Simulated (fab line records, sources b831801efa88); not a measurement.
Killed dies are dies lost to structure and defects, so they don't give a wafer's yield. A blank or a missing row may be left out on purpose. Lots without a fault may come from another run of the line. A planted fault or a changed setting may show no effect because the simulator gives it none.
Which tool did it? | flow gf180mcu | 13 lots, 39 wafers sampled, at 2 steps of a route of 602

WHAT THE GAUGES READ, wafer by wafer
GF_V4_OVL_MEAS_15. Usual: V4_OVL 1 nm, standard deviation 6.3.
lot  | measured     | on         | V4_OVL (nm) | flag
L754 | day 24 14:45 | overlay-02 | 2 -6 0      |
L755 | day 24 23:54 | overlay-02 | 7 -8 1      |
L756 | day 25 11:41 | overlay-02 | -4 -3 3     |
L757 | day 25 22:29 | overlay-02 | -1 -6 5     |
L758 | day 26 08:55 | overlay-01 | 13 6 4      |
L760 | day 27 01:01 | overlay-02 | 5 -5 4      |
L763 | day 27 22:44 | overlay-01 | 10 -1 1     |
L764 | day 28 02:20 | overlay-01 | 2 3 3       |
L767 | day 29 02:04 | overlay-02 | -2 -4 2     |
L770 | day 29 17:29 | overlay-01 | -13 -6 -5   |
L773 | day 30 14:43 | overlay-02 | 4 5 2       |
L775 | day 31 07:01 | overlay-01 | 7 6 5       |
L776 | day 31 09:56 | overlay-02 | 2 -3 -10    |

WHICH TOOL RAN EACH LOT (tool, then ch and the chambers of the sampled wafers, then the start)
lot  | GF_M4_SOFTBAKE_10
L754 | litho_track-03 ch 0, day 23 03:40
L755 | litho_track-03 ch 0, day 23 12:55
L756 | litho_track-04 ch 0, day 24 02:54
L757 | litho_track-03 ch 0, day 24 12:53
L758 | litho_track-03 ch 0, day 24 23:56
L760 | litho_track-04 ch 0, day 25 16:09
L763 | litho_track-04 ch 0, day 26 15:16
L764 | litho_track-04 ch 0, day 26 19:33
L767 | litho_track-03 ch 0, day 27 19:07
L770 | litho_track-03 ch 0, day 28 11:56
L773 | litho_track-02 ch 0, day 29 09:05
L775 | litho_track-02 ch 0, day 30 01:50
L776 | litho_track-02 ch 0, day 30 05:10
- GF_M4_SOFTBAKE_10: time 60 s.

WHAT THE TOOLS THEMSELVES READ (means of the sampled wafers that have a number; where no wafer has one, the mark that the record gives instead)
GF_M4_SOFTBAKE_10. Usual: heater_power_total_W 93.05 W, standard deviation 0.063; run_length_s 89.19 s, standard deviation 0.19.
lot  | tool           | heater_power_total_W (W) | run_length_s (s) | flag
L754 | litho_track-03 | 92.97                    | 89.01            |
L755 | litho_track-03 | 93.10                    | 89.00            |
L756 | litho_track-04 | 93.07                    | 89.43            |
L757 | litho_track-03 | 93.04                    | 89.06            |
L758 | litho_track-03 | 93.09                    | 88.95            |
L760 | litho_track-04 | 93.07                    | 89.39            |
L763 | litho_track-04 | 93.05                    | 89.34            |
L764 | litho_track-04 | 93.10                    | 89.40            |
L767 | litho_track-03 | 92.98                    | 89.08            |
L770 | litho_track-03 | 92.98                    | 94.30            | OFF
L773 | litho_track-02 | 93.02                    | 89.35            |
L775 | litho_track-02 | 92.99                    | 89.39            |
L776 | litho_track-02 | 93.04                    | 89.32            |

THE ANSWER, worked out from the rows above alone
Rule: a lot is off if the mean of its wafers that have a number lies more than 3 standard deviations from the usual mean. A lot without any number at a reading at which 4 lots or more have one is off too. The other lots that the step has rows for count as sound. The gauges are gone through in route order, then the tools' own readings, and for those a lot's mean is taken as printed above. The first step at which some lot is off is used, and at that step the reading that is off furthest; a lot without a number counts as furthest.
Off: L770, at GF_M4_SOFTBAKE_10 (run_length_s).
A tool fits if, at that step or a process step before it, it ran every lot that is off, and no sound lot after the first of them. One fits: litho_track-03 at GF_M4_SOFTBAKE_10. Its last sound lot is L767 (day 27 19:07), its first lot that is off L770 (day 28 11:56): a fault that began between those two fits.
The tool's own readings at GF_M4_SOFTBAKE_10 bear it out: on the lots that are off they differ by more than 5 times the standard deviation of the sound lots' means. run_length_s reads 94.30 s there against 89.23 s on the sound lots.

WHAT THE SIMULATOR HAD PUT IN
Process parameter drift: litho_track-03, from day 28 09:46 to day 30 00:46, at GF_M4_SOFTBAKE_10. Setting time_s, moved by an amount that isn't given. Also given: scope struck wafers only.
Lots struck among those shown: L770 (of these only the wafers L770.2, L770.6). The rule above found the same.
